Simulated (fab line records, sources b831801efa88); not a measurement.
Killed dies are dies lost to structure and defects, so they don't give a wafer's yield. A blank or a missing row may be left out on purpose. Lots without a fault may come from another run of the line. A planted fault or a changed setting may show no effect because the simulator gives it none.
One fault seen from 2 desks | flow gf180mcu | each desk has only its own numbers; what lay behind them comes last

THE TOOL OWNER'S DESK: implanter-01
The tool's own readings at GF_LVPWELL_IMPLANT_09: means of the sampled wafers that have a number, for each lot that ran on this tool. A lot is out of limits, marked OUT, if its mean lies more than 4 standard deviations from the usual mean; the brackets give that distance.
Columns: A = beam_on_s at GF_LVPWELL_IMPLANT_09, usual 10.01 s; B = faraday_current_uA at GF_LVPWELL_IMPLANT_09, usual 28.2; C = tilt_deg at GF_LVPWELL_IMPLANT_09, usual -0.003 degrees
lot  | first seen here | A               | B              | C
L584 | day 4 01:37     | 9.90            | 28.5           | 0.028
L585 | day 4 11:10     | 9.95            | 28.3           | 0.020
L592 | day 5 22:26     | 13.03 (+16) OUT | 21.7 (-12) OUT | 0.009
L595 | day 6 18:29     | 12.67 (+14) OUT | 22.3 (-11) OUT | 0.019
This desk's finding: out of limits on L592, L595; first on L592, day 5 22:26 (beam_on_s at GF_LVPWELL_IMPLANT_09). In limits: L584, L585.

THE METROLOGY DESK
What the gauges read, lot by lot, whatever tool the lot ran on: means of the sampled wafers that have a number. A lot is out of limits, marked OUT, if its mean lies more than 4 standard deviations from the usual mean; the brackets give that distance.
Columns: A = LVPWELL_TW at GF_LVPWELL_TW_MEAS_11, usual 563; B = VT_IMPLANT_01_OVL at GF_VT_IMPLANT_OVL_MEAS_18, usual 0.7 nm; C = LVPWELL_RS at GF_VT_IMPLANT_RS_MEAS_48, usual 1195.9 ohm/sq
lot  | first seen here | A              | B    | C
L583 | day 3 21:46     | 559            | -1.0 | 1191.5
L584 | day 4 01:52     | 566            | 1.2  | 1195.6
L585 | day 4 11:25     | 564            | 1.5  | 1200.3
L589 | day 5 09:38     | 561            | 2.2  | 1199.5
L591 | day 5 20:30     | 559            | 1.6  | 1195.5
L592 | day 5 22:39     | 576            | -1.3 | 1139.1 (-20) OUT
L595 | day 6 18:44     | 578 (+4.4) OUT | 0.5  | 1136.5 (-21) OUT
L598 | day 7 10:47     | 561            | -0.3 | 1197.6
L601 | day 8 01:58     | 562            | 1.7  | 1194.5
L602 | day 8 08:05     | 567            | -0.2 | 1191.7
L603 | day 8 15:25     | 556            | 1.6  | 1197.2
L604 | day 8 21:02     | 561            | 1.1  | 1198.5
This desk's finding: out of limits on L592, L595; first on L595, day 6 18:44 (LVPWELL_TW at GF_LVPWELL_TW_MEAS_11). In limits: L583, L584, L585, L589, L591, L598, L601, L602, L603, L604.

PUT TOGETHER
The tool owner's desk could have raised an alarm at day 5 22:26, on L592, L595.
The metrology desk could have raised an alarm at day 6 18:44, on L592, L595.
Of the lots named, all ran GF_LVPWELL_IMPLANT_09 on implanter-01.

WHAT THE SIMULATOR HAD PUT IN
Process parameter drift: implanter-01, from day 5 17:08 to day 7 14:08, at GF_LVPWELL_IMPLANT_09. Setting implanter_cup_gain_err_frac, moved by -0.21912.
Lots struck among those shown: L592, L595.
Hours from the fault's start to each desk's first reading out of limits: the tool owner's desk, 5; the metrology desk, 26.
